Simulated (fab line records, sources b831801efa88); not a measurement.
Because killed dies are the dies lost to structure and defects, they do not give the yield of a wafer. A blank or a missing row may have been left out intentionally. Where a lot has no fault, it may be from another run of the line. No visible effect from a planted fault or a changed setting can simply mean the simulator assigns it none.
fab line records	flow sky130
record lots=24	wafers=72	last-day=50
route steps=708 shown CONTACT@423 METAL1@438 METAL3@533 CAPM@551 VIA3@575 PASSIVATION@682
lots untouched by any fault: they come from a run of this same line in which no faults occurred
start-h: the number of hours between the record's first day and the start of the first shown wafer of the lot	wait-h: hours elapsed since this lot's preceding step	" unchanged from the row above	L1.1+2: several wafers, shown together as one row	- no value present, or no start provided	* or withheld: withheld	< > ~ a bound
route shown NAME@n: NAME is a module with steps in the file, n the number in the route of the first one	usual: mean/standard deviation of fault-free wafers	same: alike in all rows	chamber/n: place in a boat	sites: per-site readings	_std_site: standard deviation of those values	_edge_site: outer sites' mean less inner sites'	radius-mm: how far each site lies from the wafer's centre	mask NAME#n: copy n	behind: the most recent tool/chamber to have shaped the wafer	hold: why the lot went on hold/how many hours it stayed there/how the hold came to an end	device: the n, p or np transistor that did not switch	end of line: the route-end tests of the same wafers	a step with no rows: only its recipe	killed: not the wafer's yield, but the dies lost to structure and defects at the first sort	map: a wafer's dies, x killed, . not, _ none there
set.NAME: the setting that was run; set.NAME@STEP: the one run at that earlier step	model.NAME: the simulator's own value behind a step, which no gauge read
steps of the route over a sample of lots; a table a step, a row a wafer
services: the hour from which a tool's chamber was out of use, counted from the record's first day as start-h (under 0 if before that day), plus the number of hours and why
## steps
# step SKY_CONTACT_ETCH_17
# recipe target=SiO2	chemistry=C4F8/O2/Ar	stop-on=Si3N4	mask-material=KrF-thick	source-w=1500	bias-w=1200	pressure-mtorr=40	c4f8-flow-sccm=withheld	O2_flow_sccm=6	Ar_flow_sccm=300	time-s=withheld	target-depth-a=3400
# usual bias-w=1200/3.2	chamber-pressure-mTorr=40.00/0.035	oes-product-au=0.891/0.0049
lot.wafer	tool	chamber	start-h	wait-h	bias-w	chamber-pressure-mTorr	oes-product-au
L074.3	rie-diel-04	3	734.53	0.0	1198	39.99	0.890
L074.4	"	0	"	"	1202	39.97	0.887
L074.5	"	0	"	"	1196	39.96	0.892
L075.1	rie-diel-02	3	738.08	0.0	1198	39.99	0.889
L075.4	"	1	"	"	1201	39.91	0.890
L075.6	"	1	"	"	1204	39.95	0.892
L076.1	rie-diel-04	3	749.75	0.0	1196	39.97	0.897
L076.5	"	3	"	"	1200	40.03	0.898
L076.6	"	0	"	"	1198	40.04	0.895
L077.2	rie-diel-02	1	759.74	0.0	1202	40.03	0.888
L077.3	"	3	"	"	1197	40.01	0.891
L077.5	"	0	"	"	1203	40.07	0.894
L078.1	rie-diel-01	1	775.89	0.0	1199	40.07	0.890
L078.4	"	3	"	"	1202	40.01	0.897
L078.5	"	2	"	"	1204	40.03	0.886
L080.1	rie-diel-02	1	776.45	0.0	1200	39.99	0.881
L080.4	"	3	"	"	1203	40.02	0.891
L080.5	"	0	"	"	1200	40.02	0.903
L079.1	rie-diel-02	3	777.90	0.0	1196	40.02	0.890
L079.2	"	0	"	"	1198	40.05	0.878
L079.6	"	3	"	"	1199	39.95	0.895
L081.1	rie-diel-01	3	801.65	0.0	1205	39.95	0.885
L081.3	"	0	"	"	1201	39.96	0.899
L081.5	"	1	"	"	1193	39.92	0.884
L082.3	rie-diel-01	0	814.04	0.0	1196	40.03	0.893
L082.4	"	3	"	"	1201	40.03	0.893
L082.6	"	0	"	"	1200	39.98	0.889
L083.1	rie-diel-02	1	814.93	0.0	1197	40.00	0.889
L083.2	"	3	"	"	1198	39.97	0.894
L083.3	"	2	"	"	1201	39.96	0.898
L084.1	rie-diel-02	1	822.81	0.0	1200	40.03	0.889
L084.4	"	3	"	"	1195	39.97	0.890
L084.6	"	0	"	"	1201	39.98	0.891
L085.1	rie-diel-02	1	830.58	0.0	1199	39.95	0.893
L085.2	"	2	"	"	1202	40.02	0.895
L085.6	"	0	"	"	1203	40.01	0.882
L086.4	rie-diel-04	0	831.29	0.0	1205	39.99	0.893
L086.5	"	2	"	"	1195	40.03	0.887
L086.6	"	1	"	"	1200	40.03	0.883
L087.2	rie-diel-04	0	837.25	0.0	1205	40.04	0.890
L087.4	"	1	"	"	1198	40.00	0.893
L087.6	"	2	"	"	1192	39.97	0.888
L088.3	rie-diel-02	1	850.05	0.0	1199	40.02	0.894
L088.4	"	3	"	"	1199	40.00	0.887
L088.6	"	3	"	"	1197	39.90	0.887
L089.2	rie-diel-01	3	863.73	0.0	1203	40.01	0.889
L089.3	"	2	"	"	1198	39.99	0.895
L089.5	"	3	"	"	1200	39.98	0.883
L091.1	rie-diel-02	0	879.10	0.0	1197	40.02	0.893
L091.2	"	3	"	"	1196	40.02	0.888
L091.4	"	1	"	"	1193	40.00	0.892
L090.2	rie-diel-01	1	881.33	0.0	1198	40.05	0.891
L090.3	"	0	"	"	1196	40.02	0.902
L090.4	"	3	"	"	1198	39.99	0.897
L092.3	rie-diel-04	0	882.10	0.0	1196	39.99	0.889
L092.5	"	0	"	"	1199	40.03	0.896
L092.6	"	1	"	"	1201	39.97	0.888
L093.2	rie-diel-02	1	883.70	0.0	1199	40.02	0.891
L093.3	"	0	"	"	1195	39.97	0.894
L093.5	"	1	"	"	1200	39.98	0.898
L094.3	rie-diel-01	3	887.94	0.0	1197	40.00	0.897
L094.4	"	0	"	"	1202	40.06	0.886
L094.6	"	0	"	"	1205	39.95	0.891
L095.1	rie-diel-04	0	903.20	0.0	1201	40.03	0.886
L095.4	"	2	"	"	1199	39.98	0.898
L095.6	"	2	"	"	1200	40.03	0.889
L096.1	rie-diel-04	2	904.28	0.0	1203	40.09	0.890
L096.2	"	0	"	"	1197	39.97	0.892
L096.5	"	1	"	"	1200	40.00	0.887
L097.1	rie-diel-01	3	910.20	0.0	1202	39.99	0.895
L097.2	"	2	"	"	1195	39.91	0.892
L097.4	"	1	"	"	1204	40.02	0.895
# step SKY_METAL1_SPUTTER_04
# recipe material=TiN	target-thk-nm=70	power-w=6500	time-s=58.3	chamber-pressure-pa=0.4
# usual throttle-valve-pct=30.1/1.4
lot.wafer	tool	chamber	start-h	wait-h	throttle-valve-pct
L074.3	pvd-sputter-02	-	736.06	0.0	31.0
L074.4	"	-	"	"	31.3
L074.5	"	-	"	"	31.4
L075.1	pvd-sputter-01	-	739.51	0.0	31.1
L075.4	"	-	"	"	30.1
L075.6	"	-	"	"	29.7
L076.1	pvd-sputter-01	-	751.18	0.0	29.6
L076.5	"	-	"	"	31.1
L076.6	"	-	"	"	30.2
L077.2	pvd-sputter-01	-	761.20	0.0	31.2
L077.3	"	-	"	"	31.0
L077.5	"	-	"	"	31.4
L078.1	pvd-sputter-01	-	777.42	0.0	30.9
L078.4	"	-	"	"	29.8
L078.5	"	-	"	"	30.9
L080.1	pvd-sputter-04	-	778.00	0.0	29.6
L080.4	"	-	"	"	32.2
L080.5	"	-	"	"	28.7
L079.1	pvd-sputter-02	-	779.36	0.0	31.4
L079.2	"	-	"	"	29.2
L079.6	"	-	"	"	29.2
L081.1	pvd-sputter-01	-	803.07	0.0	31.1
L081.3	"	-	"	"	29.7
L081.5	"	-	"	"	31.0
L082.3	pvd-sputter-02	-	815.51	0.0	30.4
L082.4	"	-	"	"	28.9
L082.6	"	-	"	"	30.5
L083.1	pvd-sputter-01	-	816.40	0.0	30.8
L083.2	"	-	"	"	31.2
L083.3	"	-	"	"	29.3
L084.1	pvd-sputter-04	-	824.23	0.0	29.3
L084.4	"	-	"	"	32.3
L084.6	"	-	"	"	27.3
L085.1	pvd-sputter-02	-	832.02	0.0	30.3
L085.2	"	-	"	"	29.2
L085.6	"	-	"	"	30.6
L086.4	pvd-sputter-04	-	832.72	0.0	32.3
L086.5	"	-	"	"	32.3
L086.6	"	-	"	"	29.6
L087.2	pvd-sputter-01	-	838.74	0.0	30.9
L087.4	"	-	"	"	29.8
L087.6	"	-	"	"	30.9
L088.3	pvd-sputter-02	-	851.48	0.0	31.5
L088.4	"	-	"	"	31.4
L088.6	"	-	"	"	31.5
L089.2	pvd-sputter-04	-	865.19	0.0	29.5
L089.3	"	-	"	"	28.6
L089.5	"	-	"	"	27.4
L091.1	pvd-sputter-04	-	880.53	0.0	29.2
L091.2	"	-	"	"	28.8
L091.4	"	-	"	"	27.2
L090.2	pvd-sputter-02	-	882.79	0.0	31.6
L090.3	"	-	"	"	29.3
L090.4	"	-	"	"	30.6
L092.3	pvd-sputter-01	-	883.56	0.0	31.0
L092.5	"	-	"	"	31.0
L092.6	"	-	"	"	30.1
L093.2	pvd-sputter-01	-	885.16	0.0	31.2
L093.3	"	-	"	"	30.1
L093.5	"	-	"	"	30.3
L094.3	pvd-sputter-01	-	889.37	0.0	29.6
L094.4	"	-	"	"	30.0
L094.6	"	-	"	"	29.6
L095.1	pvd-sputter-04	-	904.63	0.0	28.7
L095.4	"	-	"	"	27.1
L095.6	"	-	"	"	29.4
L096.1	pvd-sputter-04	-	905.71	0.0	32.5
L096.2	"	-	"	"	29.3
L096.5	"	-	"	"	27.3
L097.1	pvd-sputter-04	-	911.62	0.0	32.2
L097.2	"	-	"	"	29.1
L097.4	"	-	"	"	27.3
# step SKY_METAL3_SPUTTER_01
# recipe material=TiN	target-thk-nm=20	power-w=6500	time-s=16.7	chamber-pressure-pa=0.4
# usual throttle-valve-pct=30.1/1.3
lot.wafer	tool	chamber	start-h	wait-h	throttle-valve-pct
L074.3	pvd-sputter-04	-	849.24	0.0	29.3
L074.4	"	-	"	"	28.9
L074.5	"	-	"	"	27.4
L075.1	pvd-sputter-02	-	854.56	0.0	29.4
L075.4	"	-	"	"	31.6
L075.6	"	-	"	"	30.4
L076.1	pvd-sputter-01	-	864.52	0.0	30.0
L076.5	"	-	"	"	29.9
L076.6	"	-	"	"	30.7
L077.2	pvd-sputter-01	-	874.40	0.0	31.2
L077.3	"	-	"	"	31.2
L077.5	"	-	"	"	31.3
L078.1	pvd-sputter-02	-	887.45	0.0	31.4
L078.4	"	-	"	"	31.5
L078.5	"	-	"	"	31.2
L080.1	pvd-sputter-01	-	888.95	0.0	30.8
L080.4	"	-	"	"	29.9
L080.5	"	-	"	"	31.0
L079.1	pvd-sputter-02	-	889.67	0.0	30.4
L079.2	"	-	"	"	31.6
L079.6	"	-	"	"	29.2
L081.1	pvd-sputter-01	-	913.49	0.0	31.2
L081.3	"	-	"	"	29.6
L081.5	"	-	"	"	29.7
L082.3	pvd-sputter-01	-	923.62	0.0	29.9
L082.4	"	-	"	"	31.1
L082.6	"	-	"	"	30.1
L083.1	pvd-sputter-04	-	926.04	0.0	28.6
L083.2	"	-	"	"	29.3
L083.3	"	-	"	"	27.6
L084.1	pvd-sputter-04	-	933.69	0.0	32.2
L084.4	"	-	"	"	29.3
L084.6	"	-	"	"	28.6
L085.1	pvd-sputter-01	-	940.93	0.0	31.2
L085.2	"	-	"	"	29.6
L085.6	"	-	"	"	29.9
L086.4	pvd-sputter-01	-	941.80	0.0	30.8
L086.5	"	-	"	"	30.9
L086.6	"	-	"	"	30.1
L087.2	pvd-sputter-04	-	947.63	0.0	28.7
L087.4	"	-	"	"	32.6
L087.6	"	-	"	"	29.2
L088.3	pvd-sputter-01	-	959.29	0.0	29.8
L088.4	"	-	"	"	30.9
L088.6	"	-	"	"	29.8
L089.2	pvd-sputter-02	-	972.38	0.0	30.3
L089.3	"	-	"	"	31.3
L089.5	"	-	"	"	31.4
L091.1	pvd-sputter-04	-	987.60	0.0	32.2
L091.2	"	-	"	"	28.7
L091.4	"	-	"	"	29.1
L090.2	pvd-sputter-02	-	989.08	0.0	30.5
L090.3	"	-	"	"	31.3
L090.4	"	-	"	"	31.6
L092.3	pvd-sputter-04	-	989.69	0.0	28.7
L092.5	"	-	"	"	29.1
L092.6	"	-	"	"	27.1
L093.2	pvd-sputter-04	-	992.64	0.0	32.4
L093.3	"	-	"	"	29.5
L093.5	"	-	"	"	32.2
L094.3	pvd-sputter-02	-	995.54	0.0	31.4
L094.4	"	-	"	"	29.0
L094.6	"	-	"	"	31.5
L096.1	pvd-sputter-04	-	1009.99	0.0	27.1
L096.2	"	-	"	"	28.9
L096.5	"	-	"	"	27.1
L095.1	pvd-sputter-01	-	1010.12	0.0	31.3
L095.4	"	-	"	"	30.9
L095.6	"	-	"	"	29.5
L097.1	pvd-sputter-02	-	1016.90	0.0	31.4
L097.2	"	-	"	"	31.6
L097.4	"	-	"	"	29.4
# step SKY_CAPM_STRIP_14
# recipe chemistry=O2/N2	power-w=1400	pressure-mtorr=1500	platen-temp-c=withheld	o2-flow-sccm=3000	n2-flow-sccm=300	overash-fraction=0.5
# usual chamber-pressure-mTorr=1499.9/1.4	drypump-motor-current-A=5.5/0.54	oes-product-au=0.710/0.0048	strip-time-to-endpoint-s=12.67/0.049
lot.wafer	tool	chamber	start-h	wait-h	chamber-pressure-mTorr	drypump-motor-current-A	oes-product-au	rf-hours-counter-h	strip-time-to-endpoint-s
L074.3	plasma-asher-01	0	875.54	0.1	1500.5	5.8	0.711	-	12.67
L074.4	"	1	"	"	1497.6	5.7	0.711	-	12.67
L074.5	"	0	"	"	1499.8	5.8	0.706	-	12.67
L075.1	plasma-asher-04	1	881.55	0.1	1501.0	4.8	0.709	48	12.66
L075.4	"	1	"	"	1501.3	4.8	0.708	-	12.65
L075.6	"	0	"	"	1501.1	6.4	0.715	-	12.60
L076.1	plasma-asher-04	1	890.13	0.1	1499.5	4.9	0.709	49	12.63
L076.5	"	1	"	"	1500.4	4.9	0.709	-	12.60
L076.6	"	0	"	"	1502.1	6.4	0.706	-	12.66
L077.2	plasma-asher-04	0	900.08	0.1	1501.7	6.4	0.710	50	12.65
L077.3	"	1	"	"	1500.5	4.9	0.711	-	12.80
L077.5	"	0	"	"	1501.9	6.3	0.707	-	12.74
L078.1	plasma-asher-04	0	913.23	0.1	1500.5	6.4	0.707	53	12.57
L078.4	"	0	"	"	1499.6	6.4	0.716	-	12.58
L078.5	"	0	"	"	1497.0	6.3	0.710	-	12.61
L080.1	plasma-asher-04	1	914.40	0.1	1500.1	4.8	0.707	53	12.65
L080.4	"	1	"	"	1500.8	4.8	0.709	-	12.64
L080.5	"	1	"	"	1498.8	4.8	0.711	-	12.68
L079.1	plasma-asher-04	1	915.21	0.1	1499.8	4.9	0.714	54	12.68
L079.2	"	0	"	"	1497.7	6.4	0.715	54	12.72
L079.6	"	1	"	"	1498.1	4.8	0.714	-	12.71
L081.1	plasma-asher-04	0	939.08	0.1	1501.5	6.4	0.707	56	12.66
L081.3	"	1	"	"	1499.9	4.9	0.715	-	12.69
L081.5	"	1	"	"	1501.0	4.8	0.709	-	12.74
L082.3	plasma-asher-02	0	948.86	0.1	1499.6	5.2	0.702	-	12.74
L082.4	"	1	"	"	1501.0	5.0	0.712	-	12.70
L082.6	"	0	"	"	1499.6	5.2	0.714	-	12.70
L083.1	plasma-asher-02	1	951.31	0.1	1500.1	4.9	0.709	14	12.64
L083.2	"	0	"	"	1499.2	5.2	0.712	14	12.65
L083.3	"	1	"	"	1501.7	4.9	0.718	-	12.66
L084.1	plasma-asher-02	1	957.68	0.1	1500.3	5.0	0.709	14	12.70
L084.4	"	0	"	"	1497.1	5.2	0.711	-	12.73
L084.6	"	1	"	"	1498.4	5.0	0.702	-	12.67
L085.1	plasma-asher-02	1	965.23	0.1	1499.3	5.0	0.700	15	12.71
L085.2	"	0	"	"	1497.8	5.2	0.722	15	12.63
L085.6	"	1	"	"	1501.3	5.0	0.711	-	12.62
L086.4	plasma-asher-01	0	966.51	0.1	1498.1	5.8	0.710	-	12.65
L086.5	"	0	"	"	1499.6	5.8	0.713	-	12.67
L086.6	"	1	"	"	1500.4	5.6	0.709	-	12.68
L087.2	plasma-asher-01	1	972.21	0.1	1497.7	5.6	0.712	85	12.71
L087.4	"	1	"	"	1499.4	5.7	0.700	-	12.76
L087.6	"	0	"	"	1502.5	5.8	0.712	-	12.66
L088.3	plasma-asher-01	1	984.34	0.1	1500.4	5.7	0.715	-	12.76
L088.4	"	0	"	"	1497.9	5.8	0.711	-	12.64
L088.6	"	0	"	"	1500.2	5.8	0.711	-	12.72
L089.2	plasma-asher-01	0	996.48	0.1	1499.8	5.8	0.708	87	12.63
L089.3	"	1	"	"	1499.8	5.6	0.708	-	12.68
L089.5	"	1	"	"	1499.7	5.6	0.718	-	12.71
L091.1	plasma-asher-01	0	1011.16	0.1	1498.0	5.8	0.704	89	12.66
L091.2	"	1	"	"	1500.0	5.6	0.714	89	12.66
L091.4	"	1	"	"	1501.9	5.6	0.707	-	12.65
L090.2	plasma-asher-01	1	1012.13	0.1	1498.0	5.6	0.712	89	12.62
L090.3	"	1	"	"	1499.9	5.6	0.711	-	12.63
L090.4	"	0	"	"	1499.8	5.8	0.706	-	12.73
L092.3	plasma-asher-04	0	1013.24	0.1	1499.5	6.4	0.714	-	12.59
L092.5	"	0	"	"	1497.4	6.3	0.709	-	12.58
L092.6	"	1	"	"	1496.5	4.8	0.707	-	12.58
L093.2	plasma-asher-01	1	1015.78	0.1	1497.6	5.7	0.706	89	12.65
L093.3	"	0	"	"	1501.8	5.8	0.705	-	12.68
L093.5	"	1	"	"	1499.3	5.7	0.719	-	12.62
L094.3	plasma-asher-04	0	1018.77	0.1	1500.6	6.3	0.711	-	12.62
L094.4	"	1	"	"	1499.4	4.8	0.715	-	12.65
L094.6	"	0	"	"	1499.2	6.4	0.715	-	12.66
L096.1	plasma-asher-01	1	1032.73	0.1	1499.4	5.6	0.702	91	12.65
L096.2	"	0	"	"	1501.5	5.8	0.707	91	12.55
L096.5	"	1	"	"	1501.2	5.7	0.710	-	12.56
L095.1	plasma-asher-02	1	1033.28	0.1	1498.7	5.0	0.709	21	12.75
L095.4	"	1	"	"	1500.3	5.0	0.707	-	12.74
L095.6	"	0	"	"	1498.3	5.2	0.713	-	12.72
L097.1	plasma-asher-02	0	1039.60	0.1	1500.3	5.2	0.721	22	12.54
L097.2	"	1	"	"	1500.7	5.0	0.707	22	12.67
L097.4	"	1	"	"	1502.2	5.0	0.710	-	12.63
# step SKY_VIA3_CMP_02
# recipe material=SiO2	down-force-psi=4	platen-rpm=60	pad-velocity-m-s=0.94248
# usual motor-current-A=12.3/0.68
lot.wafer	tool	chamber	start-h	wait-h	motor-current-A
L074.4	cmp-02	0	903.40	0.1	11.6
L074.3	"	1	"	"	12.1
L074.5	"	3	"	"	13.2
L075.1	cmp-01	3	909.02	0.1	13.6
L075.4	"	0	"	"	10.9
L075.6	"	0	"	"	11.1
L076.1	cmp-02	2	916.57	0.1	12.0
L076.6	"	2	"	"	12.3
L076.5	"	3	"	"	12.4
L077.3	cmp-02	1	926.20	0.0	11.8
L077.2	"	3	"	"	13.1
L077.5	"	1	"	"	11.7
L078.1	cmp-01	1	940.35	0.1	11.0
L078.4	"	2	"	"	12.2
L078.5	"	3	"	"	13.1
L080.4	cmp-02	1	941.89	0.0	11.8
L080.1	"	2	"	"	13.0
L080.5	"	2	"	"	12.6
L079.1	cmp-01	3	942.48	0.1	12.9
L079.2	"	2	"	"	12.3
L079.6	"	0	"	"	11.2
L081.3	cmp-02	2	966.09	0.0	12.6
L081.1	"	0	"	"	12.1
L081.5	"	2	"	"	13.0
L082.3	cmp-01	1	975.97	0.1	12.2
L082.4	"	2	"	"	11.4
L082.6	"	0	"	"	11.4
L083.2	cmp-01	1	977.50	0.0	11.2
L083.1	"	2	"	"	12.3
L083.3	"	0	"	"	11.6
L084.4	cmp-02	0	983.43	0.1	12.1
L084.1	"	1	"	"	13.1
L084.6	"	3	"	"	12.9
L085.2	cmp-02	1	991.36	0.0	12.2
L085.1	"	2	"	"	13.1
L085.6	"	2	"	"	13.1
L086.4	cmp-02	1	993.25	0.1	12.5
L086.6	"	0	"	"	12.5
L086.5	"	1	"	"	12.0
L087.2	cmp-02	3	998.80	0.1	12.4
L087.4	"	0	"	"	12.2
L087.6	"	3	"	"	12.0
L088.4	cmp-01	3	1010.10	0.0	13.6
L088.3	"	0	"	"	11.6
L088.6	"	0	"	"	11.5
L089.3	cmp-02	0	1021.62	0.1	12.5
L089.2	"	1	"	"	12.1
L089.5	"	3	"	"	12.9
L091.2	cmp-02	3	1036.19	0.2	12.6
L091.4	"	0	"	"	13.1
L091.1	"	1	"	"	12.4
L090.3	cmp-02	1	1037.76	0.1	12.2
L090.4	"	2	"	"	12.0
L090.2	"	3	"	"	12.6
L092.3	cmp-01	3	1039.11	0.5	13.4
L092.6	"	0	"	"	10.2
L092.5	"	1	"	"	12.3
L093.2	cmp-01	2	1040.65	0.0	11.7
L093.3	"	0	"	"	11.7
L093.5	"	3	"	"	12.5
L094.3	cmp-02	2	1042.57	0.0	12.3
L094.4	"	3	"	"	12.7
L094.6	"	2	"	"	12.4
L096.1	cmp-02	0	1056.55	0.1	12.1
L096.2	"	3	"	"	13.3
L096.5	"	0	"	"	11.9
L095.4	cmp-01	3	1057.63	0.1	12.9
L095.1	"	1	"	"	11.2
L095.6	"	2	"	"	12.5
L097.2	cmp-02	1	1063.73	0.0	12.1
L097.4	"	2	"	"	12.3
L097.1	"	3	"	"	13.1
# step SKY_PASSIVATION_THK_MEAS_01
# recipe reads=SiO2_of_PASSIVATION_CVD_00
# usual PASSIVATION_CVD_00_THK=90.3/1.2
lot.wafer	tool	chamber	start-h	wait-h	PASSIVATION_CVD_00_THK[nm]
L074.3	film-metro-03	-	1029.55	-	88.8
L074.4	"	-	"	"	90.2
L074.5	"	-	"	"	90.9
L075.1	film-metro-02	-	1037.25	-	89.5
L075.4	"	-	"	"	90.8
L075.6	"	-	"	"	90.3
L076.1	film-metro-03	-	1043.08	-	89.9
L076.5	"	-	"	"	91.3
L076.6	"	-	"	"	91.1
L077.2	film-metro-01	-	1051.21	-	89.1
L077.3	"	-	"	"	90.1
L077.5	"	-	"	"	92.1
L078.1	film-metro-03	-	1064.70	-	89.1
L078.4	"	-	"	"	90.9
L078.5	"	-	"	"	89.5
L080.1	film-metro-02	-	1066.12	-	89.7
L080.4	"	-	"	"	91.6
L080.5	"	-	"	"	91.4
L079.1	film-metro-03	-	1068.25	-	89.7
L079.2	"	-	"	"	91.0
L079.6	"	-	"	"	92.9
L081.1	film-metro-02	-	1085.90	-	89.5
L081.3	"	-	"	"	90.1
L081.5	"	-	"	"	91.4
L082.3	film-metro-03	-	1092.80	-	89.7
L082.4	"	-	"	"	91.6
L082.6	"	-	"	"	91.1
L083.1	film-metro-02	-	1096.07	-	90.4
L083.2	"	-	"	"	89.4
L083.3	"	-	"	"	90.2
L084.1	film-metro-01	-	1101.60	-	90.0
L084.4	"	-	"	"	92.3
L084.6	"	-	"	"	90.3
L085.1	film-metro-02	-	1107.68	-	88.5
L085.2	"	-	"	"	87.6
L085.6	"	-	"	"	90.6
L086.4	film-metro-03	-	1109.55	-	91.8
L086.5	"	-	"	"	92.5
L086.6	"	-	"	"	92.6
L087.2	film-metro-03	-	1113.03	-	90.3
L087.4	"	-	"	"	91.8
L087.6	"	-	"	"	92.1
L088.3	film-metro-01	-	1122.40	-	90.9
L088.4	"	-	"	"	90.8
L088.6	"	-	"	"	90.8
L089.2	film-metro-02	-	1132.83	-	89.9
L089.3	"	-	"	"	89.7
L089.5	"	-	"	"	90.8
L091.1	film-metro-03	-	1144.84	-	89.5
L091.2	"	-	"	"	88.5
L091.4	"	-	"	"	89.3
L090.2	film-metro-01	-	1147.86	-	88.6
L090.3	"	-	"	"	89.5
L090.4	"	-	"	"	90.2
L092.3	film-metro-01	-	1148.46	-	89.0
L092.5	"	-	"	"	89.7
L092.6	"	-	"	"	90.4
L093.2	film-metro-02	-	1149.80	-	89.4
L093.3	"	-	"	"	91.2
L093.5	"	-	"	"	91.7
L094.3	film-metro-02	-	1151.90	-	88.9
L094.4	"	-	"	"	90.4
L094.6	"	-	"	"	91.9
L096.1	film-metro-03	-	1161.43	-	88.3
L096.2	"	-	"	"	89.2
L096.5	"	-	"	"	89.9
L095.1	film-metro-03	-	1163.58	-	89.2
L095.4	"	-	"	"	90.6
L095.6	"	-	"	"	90.6
L097.1	film-metro-02	-	1167.69	-	88.1
L097.2	"	-	"	"	89.2
L097.4	"	-	"	"	92.0
## services
tool	chamber	start-h	hours	kind
rie-diel-02	3	713.31	10.1	repair
cmp-02	-	716.44	11.6	pm
cmp-01	-	737.57	0.2	repair
cmp-01	-	741.56	22.3	repair
rie-diel-02	-	748.16	0.3	repair
cmp-01	-	763.89	4.0	pm
rie-diel-02	2	769.92	24.9	repair
cmp-02	-	784.41	0.7	repair
plasma-asher-01	-	813.14	0.8	repair
pvd-sputter-04	-	837.54	0.6	repair
pvd-sputter-04	-	884.93	7.9	repair
pvd-sputter-04	-	893.58	7.7	repair
pvd-sputter-02	-	902.18	57.1	repair
cmp-02	-	912.26	4.0	pm
pvd-sputter-04	-	935.92	1.0	repair
pvd-sputter-02	-	949.78	5.9	repair
rie-diel-02	3	957.85	8.0	repair
rie-diel-02	-	976.95	2.6	repair
rie-diel-02	2	990.90	2.8	repair
rie-diel-02	-	1004.23	1.1	repair
rie-diel-02	3	1016.16	10.6	repair
cmp-02	-	1026.24	4.2	pm
pvd-sputter-01	-	1031.02	10.1	repair
rie-diel-02	1	1057.85	10.4	repair
## key
fault none
